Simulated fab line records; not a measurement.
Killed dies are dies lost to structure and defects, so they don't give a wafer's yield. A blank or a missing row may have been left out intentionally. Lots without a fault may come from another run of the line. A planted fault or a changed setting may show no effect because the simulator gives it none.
One fault seen from 2 desks | flow sky130 | what lay behind the numbers comes last; until then each desk has only its own

## AT THE TOOL OWNER'S DESK: litho track-04
The tool's own readings at SKY_LDD_N_COAT_02 (resist thk 300 nm): means of the sampled wafers that have a number, for each lot that ran on this tool. The brackets show how far a lot's mean lies from the usual mean; more than 4 standard deviations puts the lot out of limits, marked OUT.
Columns: A = exhaust pa at SKY_LDD_N_COAT_02, usual 45.0 Pa; B = resist line temp C at SKY_LDD_N_COAT_02, usual 23.03 C
lot  | first seen here | A    | B
L309 | day 18 13:13    | 45.2 | 23.08
L311 | day 19 10:25    | 45.0 | 22.91
L315 | day 21 02:25    | 44.1 | 23.02
L322 | day 23 16:46    | 45.1 | 23.09
L323 | day 24 02:32    | 45.3 | 22.93
L324 | day 24 11:44    | 45.4 | 22.92
Result from this desk: across the 6 lots, nothing is out of limits.

## THE METROLOGY DESK
Means of the sampled wafers that have a number, per lot and without regard to the tool the lot ran on: this is what the gauges read. The brackets show how far a lot's mean lies from the usual mean; more than 4 standard deviations puts the lot out of limits, marked OUT.
Columns: A = cd nm at SKY_VIA1_CD_MEAS_12, usual 149.9 nm
lot  | first seen here | A
L304 | day 33 23:51    | 149.2
L309 | day 35 04:06    | 151.2
L308 | day 35 07:07    | 147.8
L311 | day 35 23:45    | 152.0
L313 | day 36 18:15    | 151.8
L315 | day 37 12:27    | 148.1
L319 | day 38 17:06    | 152.2
L320 | day 38 18:18    | 149.6
L322 | day 39 14:57    | 148.6
L323 | day 39 22:11    | 148.3
L324 | day 40 04:05    | 147.2
L326 | day 40 15:35    | 150.0
Result from this desk: across the 12 lots, nothing is out of limits.

## TAKEN TOGETHER
The desk of the tool owner found nothing out of limits.
The metrology desk saw nothing out of limits.

## WHAT THE SIMULATOR HAD PUT IN
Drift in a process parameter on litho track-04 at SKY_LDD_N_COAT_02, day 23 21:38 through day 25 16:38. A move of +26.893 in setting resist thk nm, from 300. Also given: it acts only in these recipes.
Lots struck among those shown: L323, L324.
